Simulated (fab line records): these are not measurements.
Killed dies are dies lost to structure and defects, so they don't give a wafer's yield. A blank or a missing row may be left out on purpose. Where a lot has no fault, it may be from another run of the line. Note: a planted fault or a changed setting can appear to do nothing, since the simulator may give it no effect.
Matching of chambers + flow gf180mcu + 4 sister chambers for GF_V5_CMP_26 on cmp-02
The step polishes, stops on SiO2, t overpolish 15 s, target thk 0 nm. 8 wafers are shown with their chamber, then 7 later ones without.

WAFERS, EACH WITH ITS CHAMBER
| wafer  | chamber | timeToEndpointS (s) | motorCurrentA (A) |
|--------|---------|---------------------|-------------------|
| L535.3 | 3       | 83                  | 11.1              |
| L537.2 | 3       | 85                  | 11.3              |
| L539.1 | 2       | 90                  | 11.4              |
| L539.2 | 1       | 89                  | 11.8              |
| L543.1 | 1       | 83                  | 11.7              |
| L543.2 | 2       | 87                  | 12.7              |
| L546.4 | 0       | 82                  | 11.2              |
| L546.5 | 0       | 80                  | 11.2              |

WAFERS WITH NO CHAMBER GIVEN
| wafer  | timeToEndpointS (s) | motorCurrentA (A) |
|--------|---------------------|-------------------|
| L546.6 | 83                  | 11.5              |
| L548.1 | 75                  | 10.5              |
| L548.2 | 77                  | 10.9              |
| L548.4 | 80                  | 11.2              |
| L555.1 | 78                  | 11.1              |
| L555.3 | 86                  | 12.4              |
| L555.6 | 81                  | 11.4              |

WHICH CHAMBER EACH ONE RAN IN
| wafer  | from the rows above               | in truth |
|--------|-----------------------------------|----------|
| L546.6 | can't be placed: 3 or 0 or 1 or 2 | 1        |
| L548.1 | can't be placed: 0 or 3           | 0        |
| L548.2 | can't be placed: 0 or 3           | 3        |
| L548.4 | can't be placed: 0 or 3           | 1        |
| L555.1 | can't be placed: 0 or 3           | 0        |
| L555.3 | can't be placed: 2 or 1 or 3 or 0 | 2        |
| L555.6 | can't be placed: 0 or 3 or 1      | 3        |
0 of 7 placed correctly. These rows do not allow placing 7 (true chamber among the candidates in 6). Wrongly placed: 0.
How it was worked out, from the rows above alone: a wafer's distance from a chamber is the root of the sum, over the readings, of the square of ((its reading less the chamber's mean) divided by the reading's scatter). If the next closest chamber is less than 2 further off than the closest, the wafer can't be placed; otherwise it belongs to the closest. For every chamber, the mean is computed from those of its wafers that are shown. How the scatter is found: for the shown wafers, subtract from each reading the mean of its chamber, square and add these, divide the total by (wafers less chambers), then take the root.
